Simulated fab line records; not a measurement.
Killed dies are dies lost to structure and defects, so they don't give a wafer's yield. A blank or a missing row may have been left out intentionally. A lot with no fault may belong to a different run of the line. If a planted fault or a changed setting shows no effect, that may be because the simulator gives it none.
Which tool did it? | flow gf180mcu | Sampling: 14 lots, 38 wafers, 4 of 602 route steps

== WHAT THE GAUGES SHOWED, per wafer ==
Not one reading of a measure or inspect step in the record can be checked against a usual standard deviation.

== WHICH TOOL RAN EACH LOT (tool, then ch and the chambers of the sampled wafers, then the start) ==
lot  | GF_HV_LDD_ETCHBACK_58              | GF_SAB_STRIP_13                      | GF_SALICIDE_RTA_08               | GF_M1_SPUTTER_03
L735 | rie diel-03 ch 2,3, day 12 12:52   | plasma asher-02 ch 0,1, day 15 01:37 | rtp anneal-02 ch 0, day 15 02:14 | pvd sputter-04, day 16 01:52
L736 | rie diel-03 ch 1,2,3, day 13 03:55 | plasma asher-02 ch 0,1, day 15 19:17 | rtp anneal-01 ch 0, day 15 19:54 | pvd sputter-04, day 16 19:17
L737 | rie diel-03 ch 0,3, day 13 08:08   | plasma asher-01 ch 0,1, day 15 23:08 | rtp anneal-01 ch 0, day 15 23:46 | pvd sputter-04, day 16 22:58
L739 | rie diel-01 ch 0,1,3, day 14 11:43 | plasma asher-01 ch 1, day 17 04:19   | rtp anneal-01 ch 0, day 17 04:56 | pvd sputter-03, day 18 05:52
L740 | rie diel-03 ch 1,2,3, day 14 11:43 | plasma asher-03 ch 0,1, day 17 04:11 | rtp anneal-02 ch 0, day 17 04:53 | pvd sputter-02, day 18 05:42
L741 | rie diel-02 ch 0,2, day 15 02:20   | plasma asher-02 ch 1, day 17 21:04   | rtp anneal-01 ch 0, day 17 21:40 | pvd sputter-04, day 18 23:34
L742 | rie diel-02 ch 0,3, day 15 09:37   | plasma asher-02 ch 0,1, day 18 03:47 | rtp anneal-02 ch 0, day 18 04:24 | pvd sputter-03, day 19 06:20
L743 | rie diel-03 ch 1,2,3, day 16 04:59 | plasma asher-01 ch 0,1, day 19 03:10 | rtp anneal-01 ch 0, day 19 03:48 | pvd sputter-03, day 20 05:42
L744 | rie diel-03 ch 1,2,3, day 16 12:08 | plasma asher-02 ch 0,1, day 19 10:23 | rtp anneal-01 ch 0, day 19 11:01 | pvd sputter-03, day 20 12:52
L748 | rie diel-03 ch 0, day 17 12:46     | -                                    | -                                | -
L749 | rie diel-03 ch 0, day 17 18:22     | -                                    | -                                | -
L751 | rie diel-02 ch 0,2,3, day 18 12:02 | plasma asher-01 ch 0,1, day 21 12:05 | rtp anneal-01 ch 0, day 21 12:49 | pvd sputter-03, day 22 14:46
L754 | rie diel-01 ch 0,2,3, day 19 08:27 | plasma asher-02 ch 0,1, day 22 09:23 | rtp anneal-01 ch 0, day 22 10:01 | pvd sputter-02, day 23 10:45
L756 | rie diel-01 ch 0,3, day 20 01:04   | plasma asher-02 ch 0,1, day 23 01:10 | rtp anneal-01 ch 0, day 23 01:47 | pvd sputter-02, day 24 02:37
- GF_HV_LDD_ETCHBACK_58: etches Si3N4 in CH3F/O2, stops on SiO2, time 100 s, target depth 90 nm.
- GF_SAB_STRIP_13: strips in O2/N2.
- GF_SALICIDE_RTA_08: time 30 s.
- GF_M1_SPUTTER_03: material Ti, target thk 10 nm, time 6.7 s.

== AS READ BY THE TOOLS THEMSELVES (means over the sampled wafers that have a number; for cases with no such wafer, the mark the record gives instead) ==
GF_HV_LDD_ETCHBACK_58. Usual: chamber pressure mTorr 25.001 mTorr, standard deviation 0.022; drypump motor current A 5.7 A, standard deviation 0.62; oes product au 0.841 a.u., standard deviation 0.0075; throttle valve pct 10.561 %, standard deviation 0.0098.
lot  | tool        | chamber pressure mTorr (mTorr) | drypump motor current A (A) | oes product au (a.u.) | throttle valve pct (%) | flag
L735 | rie diel-03 | 25.013                         | 6.1                         | 0.837                 | 10.565                 |
L736 | rie diel-03 | 25.005                         | 5.6                         | 0.842                 | 10.563                 |
L737 | rie diel-03 | 25.018                         | 6.1                         | 0.846                 | 10.544                 |
L739 | rie diel-01 | 25.001                         | 5.7                         | 0.839                 | 10.549                 |
L740 | rie diel-03 | 25.005                         | 5.6                         | 0.846                 | 10.558                 |
L741 | rie diel-02 | 24.985                         | 6.0                         | 0.834                 | 10.551                 |
L742 | rie diel-02 | 25.009                         | 6.0                         | 0.841                 | 10.558                 |
L743 | rie diel-03 | 25.008                         | 5.6                         | 0.846                 | 10.565                 |
L744 | rie diel-03 | 25.006                         | 5.6                         | 0.837                 | 10.564                 |
L748 | rie diel-03 | 24.992                         | 5.1                         | 0.775                 | 10.560                 | OFF
L749 | rie diel-03 | 25.016                         | 5.1                         | 0.784                 | 10.552                 | OFF
L751 | rie diel-02 | 25.010                         | 5.9                         | 0.840                 | 10.558                 |
L754 | rie diel-01 | 25.017                         | 6.0                         | 0.844                 | 10.562                 |
L756 | rie diel-01 | 24.996                         | 5.5                         | 0.840                 | 10.566                 |

GF_SAB_STRIP_13. Usual: chamber pressure mTorr 1500.1 mTorr, standard deviation 1.3; drypump motor current A 6.0 A, standard deviation 0.47; heater power w 320 W, standard deviation 19; oes product au 0.709 a.u., standard deviation 0.0043; strip time to endpoint s 12.60 s, standard deviation 0.046.
lot  | tool            | chamber pressure mTorr (mTorr) | drypump motor current A (A) | heater power w (W) | oes product au (a.u.) | strip time to endpoint s (s) | flag
L735 | plasma asher-02 | 1500.0                         | 6.2                         | 306                | 0.708                 | 12.65                        |
L736 | plasma asher-02 | 1499.4                         | 6.2                         | 307                | 0.712                 | 12.68                        |
L737 | plasma asher-01 | 1500.3                         | 5.6                         | 330                | 0.707                 | 12.56                        |
L739 | plasma asher-01 | 1500.6                         | 5.3                         | 348                | 0.711                 | 12.53                        |
L740 | plasma asher-03 | 1498.6                         | 6.5                         | 346                | 0.711                 | 12.65                        |
L741 | plasma asher-02 | 1501.0                         | 6.5                         | 302                | 0.708                 | 12.62                        |
L742 | plasma asher-02 | 1499.4                         | 6.2                         | 307                | 0.707                 | 12.57                        |
L743 | plasma asher-01 | 1501.3                         | 5.4                         | 335                | 0.710                 | 12.60                        |
L744 | plasma asher-02 | 1500.8                         | 6.0                         | 309                | 0.705                 | 12.56                        |
L751 | plasma asher-01 | 1500.4                         | 5.6                         | 322                | 0.711                 | 12.57                        |
L754 | plasma asher-02 | 1499.1                         | 6.0                         | 312                | 0.708                 | 12.58                        |
L756 | plasma asher-02 | 1499.2                         | 6.2                         | 311                | 0.708                 | 12.59                        |

GF_SALICIDE_RTA_08. Usual: lamp power pct 15.7 %, standard deviation 0.61; wafer_temp_C_max 804.4, standard deviation 0.95.
lot  | tool          | lamp power pct (%) | wafer_temp_C_max | flag
L735 | rtp anneal-02 | 14.5               | 805.6            |
L736 | rtp anneal-01 | 16.0               | 804.3            |
L737 | rtp anneal-01 | 16.0               | 803.9            |
L739 | rtp anneal-01 | 16.0               | 803.0            |
L740 | rtp anneal-02 | 14.4               | 804.6            |
L741 | rtp anneal-01 | 16.0               | 804.8            |
L742 | rtp anneal-02 | 14.5               | 804.7            |
L743 | rtp anneal-01 | 16.0               | 804.3            |
L744 | rtp anneal-01 | 16.0               | 804.2            |
L751 | rtp anneal-01 | 16.0               | 803.3            |
L754 | rtp anneal-01 | 16.0               | 803.3            |
L756 | rtp anneal-01 | 15.9               | 804.1            |

GF_M1_SPUTTER_03. Usual: throttle valve pct 30.4 %, standard deviation 1.2.
lot  | tool           | throttle valve pct (%) | flag
L735 | pvd sputter-04 | 30.4                   |
L736 | pvd sputter-04 | 30.2                   |
L737 | pvd sputter-04 | 30.3                   |
L739 | pvd sputter-03 | 29.6                   |
L740 | pvd sputter-02 | 31.0                   |
L741 | pvd sputter-04 | 30.2                   |
L742 | pvd sputter-03 | 30.4                   |
L743 | pvd sputter-03 | 30.8                   |
L744 | pvd sputter-03 | 30.6                   |
L751 | pvd sputter-03 | 30.1                   |
L754 | pvd sputter-02 | 31.0                   |
L756 | pvd sputter-02 | 31.1                   |

== THE ANSWER, worked out from the rows above alone ==
Rule: a lot is off if the mean of its wafers that have a number lies more than 3 standard deviations from the usual mean. Also off: a lot with no number at a reading for which 4 or more lots have one. All remaining lots with rows at the step are treated as sound. The gauges are gone through in route order, then the tools' own readings, and for those a lot's mean is taken as printed above. At the first step where some lot is off, the reading lying furthest off is the one used; lots without a number count as furthest.
Off at GF_HV_LDD_ETCHBACK_58 (oes product au): L748, L749.
If a tool, at that step or one of the process steps before it, ran each lot that is off and ran no sound lot following the first of them, it fits. One fits: GF_HV_LDD_ETCHBACK_58 on rie diel-03. A fault onset in the window from L744 (day 16 12:08, its last sound lot) to L748 (day 17 12:46, its first lot off) fits.
On the lots that are off, the tool's own readings at GF_HV_LDD_ETCHBACK_58 differ by more than 5 times the standard deviation of the sound lots' means, which bears it out; oes product au reads 0.780 a.u. there versus 0.841 a.u. on the sound lots.

== WHAT HAD BEEN PUT IN BY THE SIMULATOR ==
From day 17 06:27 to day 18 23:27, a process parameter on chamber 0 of rie diel-03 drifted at GF_HV_LDD_ETCHBACK_58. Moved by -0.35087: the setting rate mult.
Struck lots among those shown: L748, L749. The rule given above showed the same thing.
